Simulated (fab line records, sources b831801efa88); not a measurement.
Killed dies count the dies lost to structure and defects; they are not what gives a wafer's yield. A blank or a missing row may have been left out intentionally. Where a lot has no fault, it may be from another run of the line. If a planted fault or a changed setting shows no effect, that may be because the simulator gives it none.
fab line records | flow sky130
record: lots: 14 wafers: 42 last-day: 50
route steps=708 shown CONTACT@433 VIA1@479 METAL2@485 PAD_OPEN@708
lots untouched by any fault: they come from a run of this same line in which no faults occurred
start-h: hours from the record's first day to the start of the lot's first wafer shown | wait-h: hours since the lot's step before | " identical to the entry in the row above | L1.1+2: a single row standing in for several wafers | - value missing, or start not given | * or withheld: withheld | < > ~ a bound
route shown NAME@n: names a module that has steps shown in the file, with the first one's number in the route | usual: the fault-free wafers' mean and standard deviation | same: alike in all rows | chamber/n: place in a boat | sites: each site's reading | _std_site: the values' standard deviation | _edge_site: mean of outer sites minus mean of inner sites | radius-mm: for every site, how far away it sits from the centre of the wafer | mask NAME#n: copy n | behind: tool/chamber where the wafer was last shaped | hold: cause of the lot's hold/its duration in hours/its outcome | device: which transistor (n, p or np) failed to switch | end of line: at the end of the route, the tests of the same wafers | a step with no rows: only its recipe | killed: dies lost to structure and defects at the first sort, not the wafer's yield | map: a wafer's dies, x killed, . not, _ none there
set.NAME: the setting the step ran with; set.NAME@STEP: the setting that earlier step ran with | model.NAME: the simulator's own value behind a step, which no gauge read
steps of the route over a sample of lots; a table a step, a row a wafer
services: when a tool's chamber went out of use (start-h, in hours from the record's first day, below 0 if earlier), for how many hours, and the reason
== steps ==
step: SKY_CONTACT_CMP_27
recipe: stop-on: SiO2 t-overpolish-s: 15 down-force-psi: 3.5 platen-rpm: 60 target-thk-nm: 0 pad-velocity-m-s: 0.94248
usual: motor-current-A: 11.2/0.88 overpolish-run-s: 14.999/0.0099 time-to-endpoint-s: 79/3.8
columns lot.wafer tool chamber start-h wait-h motor-current-A overpolish-run-s time-to-endpoint-s
L489.3 cmp-01 1 732.77 0.1 11.4 15.001 73
L489.4 " 2 " " 12.3 15.010 83
L489.2 " 3 " " 11.6 14.999 80
L490.1 cmp-01 3 747.36 0.1 11.9 15.003 80
L490.5 " 3 " " 11.3 15.008 80
L490.6 " 0 " " 10.1 15.006 84
L491.2 cmp-02 0 752.06 0.0 9.9 14.999 82
L491.6 " 0 " " 10.1 14.996 85
L491.5 " 1 " " 11.2 14.990 82
L493.3 cmp-02 2 756.41 0.0 10.5 14.998 72
L493.2 " 1 " " 11.5 14.992 76
L493.6 " 2 " " 11.2 14.997 77
L494.1 cmp-01 1 759.63 0.1 12.1 15.006 78
L494.3 " 2 " " 12.6 15.011 86
L494.2 " 0 " " 9.7 14.996 89
L496.4 cmp-02 2 791.13 0.0 10.7 15.000 76
L496.3 " 3 " " 12.1 15.000 82
L496.2 " 0 " " 9.8 15.013 86
L497.2 cmp-02 2 792.54 0.0 11.3 14.989 77
L497.4 " 0 " " 10.6 15.006 82
L497.6 " 2 " " 10.6 15.023 75
L498.3 cmp-02 1 799.79 0.1 12.4 15.007 78
L498.4 " 3 " " 11.6 14.994 84
L498.5 " 0 " " 9.9 14.987 82
L499.2 cmp-02 1 811.29 0.0 11.4 0.036 129
L499.3 " 2 " " 10.2 0.037 127
L499.5 " 2 " " 10.7 0.049 123
L501.2 cmp-02 3 836.36 0.0 11.1 0.037 125
L501.4 " 0 " " 10.3 0.032 125
L501.1 " 2 " " 10.4 0.043 127
L509.1 cmp-02 1 892.68 0.1 12.6 15.003 81
L509.5 " 0 " " 9.8 14.996 81
L509.6 " 1 " " 12.2 14.992 79
L510.4 cmp-02 2 894.42 0.1 11.1 14.981 75
L510.3 " 3 " " 11.4 14.997 77
L510.6 " 1 " " 11.3 15.004 78
L511.3 cmp-02 0 902.23 0.1 10.3 14.990 81
L511.4 " 1 " " 12.0 14.989 79
L511.6 " 3 " " 12.0 14.981 80
L512.3 cmp-02 1 914.72 0.2 11.6 14.995 76
L512.2 " 3 " " 11.3 15.016 75
L512.5 " 1 " " 11.6 14.995 76
step: SKY_VIA1_CVD_21
recipe: material: W target-thk-nm: 270 time-s: 80.902 temp-c: 400 pressure-torr: 40
usual: heater-power-w: 826/55
columns lot.wafer tool chamber start-h wait-h heater-power-w
L489.2 cvd-w-02 0 787.36 0.0 838
L489.3 " 0 " " 856
L489.4 " 1 " " 902
L490.1 cvd-w-01 0 803.50 0.0 814
L490.5 " 0 " " 807
L490.6 " 1 " " 766
L491.2 cvd-w-01 1 807.10 0.0 780
L491.5 " 1 " " 773
L491.6 " 0 " " 797
L493.2 cvd-w-01 1 812.14 0.0 762
L493.3 " 1 " " 768
L493.6 " 0 " " 804
L494.1 cvd-w-01 0 815.21 0.0 799
L494.2 " 1 " " 777
L494.3 " 0 " " 788
L496.2 cvd-w-02 1 847.13 0.0 915
L496.3 " 1 " " 907
L496.4 " 0 " " 866
L497.2 cvd-w-01 0 849.10 0.0 788
L497.4 " 1 " " 793
L497.6 " 0 " " 797
L498.3 cvd-w-01 1 856.48 0.1 780
L498.4 " 0 " " 803
L498.5 " 1 " " 780
L509.1 cvd-w-02 1 947.59 0.0 964
L509.5 " 0 " " 805
L509.6 " 1 " " 964
L510.3 cvd-w-01 1 948.55 0.1 776
L510.4 " 0 " " 801
L510.6 " 0 " " 805
L511.3 cvd-w-02 1 955.08 0.1 970
L511.4 " 0 " " 835
L511.6 " 0 " " 843
L512.2 cvd-w-02 0 966.90 0.0 841
L512.3 " 1 " " 949
L512.5 " 0 " " 834
step: SKY_VIA1_THK_MEAS_23
recipe: thk-meas-gauge: xrf reads: W_of_VIA1_CVD_21
usual: VIA1_W_THK: 273/4.3
columns lot.wafer tool chamber start-h wait-h VIA1_W_THK[nm]
L489.2 film-metro-03 - 787.59 0.1 267
L489.3 " - " " 270
L489.4 " - " " 270
L490.1 film-metro-04 - 803.71 0.1 275
L490.5 " - " " 277
L490.6 " - " " 277
L491.2 film-metro-04 - 807.32 0.1 276
L491.5 " - " " 278
L491.6 " - " " 279
L493.2 film-metro-02 - 812.36 0.1 275
L493.3 " - " " 275
L493.6 " - " " 278
L494.1 film-metro-02 - 815.43 0.1 274
L494.2 " - " " 276
L494.3 " - " " 277
L496.2 film-metro-03 - 847.35 0.1 273
L496.3 " - " " 274
L496.4 " - " " 264
L497.2 film-metro-03 - 849.32 0.1 272
L497.4 " - " " 275
L497.6 " - " " 272
L498.3 film-metro-04 - 856.68 0.1 281
L498.4 " - " " 281
L498.5 " - " " 283
L509.1 film-metro-02 - 947.85 0.1 273
L509.5 " - " " 270
L509.6 " - " " 277
L510.3 film-metro-03 - 948.77 0.1 268
L510.4 " - " " 276
L510.6 " - " " 273
L511.3 film-metro-04 - 955.29 0.1 274
L511.4 " - " " 269
L511.6 " - " " 270
L512.2 film-metro-03 - 967.13 0.1 267
L512.3 " - " " 270
L512.5 " - " " 268
step: SKY_METAL2_SPUTTER_02
recipe: material: AlCu target-thk-nm: 250 power-w: 10600 time-s: 13.3 chamber-pressure-pa: 0.4
usual: throttle-valve-pct: 29.5/0.96
columns lot.wafer tool chamber start-h wait-h throttle-valve-pct
L489.2 pvd-sputter-02 - 787.98 0.0 31.2
L489.3 " - " " 30.8
L489.4 " - " " 30.4
L490.1 pvd-sputter-03 - 804.21 0.0 28.7
L490.5 " - " " 28.8
L490.6 " - " " 28.7
L491.2 pvd-sputter-03 - 807.95 0.0 28.9
L491.5 " - " " 28.8
L491.6 " - " " 28.6
L493.2 pvd-sputter-03 - 812.76 0.0 28.7
L493.3 " - " " 28.7
L493.6 " - " " 28.6
L494.1 pvd-sputter-03 - 815.83 0.0 28.6
L494.2 " - " " 28.7
L494.3 " - " " 28.7
L496.2 pvd-sputter-03 - 847.75 0.0 28.8
L496.3 " - " " 28.7
L496.4 " - " " 28.4
L497.2 pvd-sputter-02 - 849.72 0.0 31.1
L497.4 " - " " 31.0
L497.6 " - " " 30.5
L498.3 pvd-sputter-04 - 857.07 0.0 29.4
L498.4 " - " " 28.8
L498.5 " - " " 29.2
L509.1 pvd-sputter-04 - 948.38 0.0 29.1
L509.5 " - " " 28.8
L509.6 " - " " 30.3
L510.3 pvd-sputter-04 - 949.16 0.0 29.2
L510.4 " - " " 28.9
L510.6 " - " " 30.3
L511.3 pvd-sputter-04 - 955.69 0.0 28.9
L511.4 " - " " 29.2
L511.6 " - " " 28.7
L512.2 pvd-sputter-03 - 967.52 0.0 28.9
L512.3 " - " " 28.7
L512.5 " - " " 28.8
step: SKY_PAD_OPEN_PROBE_99
usual: killed_at_M0_to_M3: 43/7 killed_at_M4_up: 3.5/1.9 killed-at-contacts: 24/5.3 killed-at-front-end: 15/4.4 killed-at-other: 0.3/0.69 killed-dies: 87/9.7 killed-on-rim: 17/4.3 killed-open: 48/7 killed-short: 39/6.4
same: gross-dies: 492 killed-at-back-side: 0
columns lot.wafer tool chamber start-h wait-h killed_at_M0_to_M3 killed_at_M4_up killed-at-contacts killed-at-front-end killed-at-other killed-dies killed-on-rim killed-open killed-short
L499.2 prober-02 - 1136.22 0.1 43 6 429 14 0 492 96 59 36
L499.3 prober-02 - 1136.27 0.2 34 5 435 18 0 492 96 47 33
L499.5 prober-02 - 1136.37 0.2 44 0 434 13 1 492 96 40 36
L501.1 prober-02 - 1152.75 0.1 33 2 436 20 1 492 96 43 38
L501.2 prober-02 - 1152.80 0.1 34 1 442 15 0 492 96 42 30
L501.4 prober-02 - 1152.90 0.2 35 3 430 24 0 492 96 56 33
killed by level:class
L499.2 CONTACT:area-cmp=397 CONTACT:geometric-particle:open=14 VIA1:geometric-particle:open=13 LI_CONTACT:geometric-particle:open=9 VIA3:geometric-particle:open=6 VIA2:geometric-particle:open=6 METAL4:geometric-particle:short=5 LI_CONTACT:geometric-particle:short=4
L499.3 CONTACT:area-cmp=412 VIA2:geometric-particle:open=10 VIA1:geometric-particle:open=9 CONTACT:geometric-particle:open=9 METAL1:geometric-particle:short=7 CONTACT:geometric-particle:short=6 FIELD_ISO:geometric-particle:open=4 LI_CONTACT:geometric-particle:open=4
L499.5 CONTACT:area-cmp=416 VIA1:geometric-particle:open=12 CONTACT:geometric-particle:open=8 METAL3:geometric-particle:short=8 LI_CONTACT:geometric-particle:open=6 VIA2:geometric-particle:open=6 VIA2:geometric-particle:short=6 FIELD_ISO:geometric-particle:short=4
L501.1 CONTACT:area-cmp=411 FIELD_ISO:geometric-particle:open=9 CONTACT:geometric-particle:open=9 LI_CONTACT:geometric-particle:open=7 VIA2:geometric-particle:open=7 VIA1:geometric-particle:short=6 VIA1:geometric-particle:open=6 FIELD_ISO:geometric-particle:short=4
L501.2 CONTACT:area-cmp=420 CONTACT:geometric-particle:open=8 VIA2:geometric-particle:open=7 VIA1:geometric-particle:open=7 LI_CONTACT:geometric-particle:open=6 LOCAL_INTERCONNECT:geometric-particle:short=4 METAL1:geometric-particle:short=4 VIA3:geometric-particle:open=4
L501.4 CONTACT:area-cmp=402 CONTACT:geometric-particle:open=13 VIA2:geometric-particle:open=12 VIA1:geometric-particle:open=8 FIELD_ISO:geometric-particle:open=7 LI_CONTACT:geometric-particle:open=7 POLY_GATE:geometric-particle:short=6 CONTACT:geometric-particle:short=6
== services ==
columns tool chamber start-h hours kind
cmp-01 - 734.28 5.3 pm
cmp-02 - 744.15 4.0 pm
cmp-02 - 748.15 - consumable-replace:conditioner
cmp-02 - 748.15 - consumable-replace:pad
cvd-w-02 0 759.84 3.7 repair
cvd-w-01 0 760.35 1.5 repair
cmp-01 - 760.69 12.0 repair
cmp-01 - 761.54 5.8 repair
pvd-sputter-03 - 763.95 10.5 repair
cmp-01 - 767.95 1.6 repair
pvd-sputter-02 - 777.75 1.7 repair
cmp-01 - 779.22 39.5 repair
cvd-w-01 - 786.08 2.8 pm
pvd-sputter-03 - 806.33 1.3 repair
cmp-01 - 818.76 6.6 pm
cmp-02 - 825.40 4.7 pm
cmp-01 - 837.35 2.5 repair
cvd-w-02 - 850.77 6.9 pm
cmp-02 - 854.77 0.2 repair
pvd-sputter-02 - 860.05 1.9 repair
cvd-w-02 - 904.00 14.0 pm
cmp-01 - 913.19 4.0 pm
cmp-01 - 938.44 2.2 repair
cvd-w-01 1 957.75 6.3 repair
== key ==
first-sign: step: SKY_CONTACT_CMP_27 reading: overpolish-run-s direction: down sigmas: 99+ usual: 14.999 struck: 0.039
effect: step: SKY_CONTACT_CMP_27 reading: time-to-endpoint-s direction: up sigmas: 12 usual: * struck: *
effect: step: SKY_PAD_OPEN_PROBE_99 reading: killed-at-contacts direction: up sigmas: 77 usual: 24 struck: 434
more-kills-born-at: SKY_CONTACT_CMP_27@cmp-02: 2458
met-at SKY_CONTACT_CMP_27
struck-lots L499,L501
later-rows-left-out L499.2,L499.3,L499.5,L501.1,L501.2,L501.4
tester-left-out L499,L501
not-acting-at SKY_VIA1_CVD_21,SKY_VIA1_THK_MEAS_23,SKY_METAL2_SPUTTER_02
onset-between 799.79 811.29
fault: kind: process-parameter-drift tool: cmp-02 chamber: - onset-h: 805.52 steps: SKY_CONTACT_CMP_27 channel: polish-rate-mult offset: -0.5 shape: step end-h: 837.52
tester-left-out: of these lots the tester's yield and bins aren't shown, on N5 and GAA mostly nor the transistor test; their killed dies are dies lost to structure and defects alone, not to doping, threshold or leakage, so they don't give the yield
later-rows-left-out: the simulator's readings of these wafers behind a module that went badly wrong aren't trusted and aren't shown, but for the sort
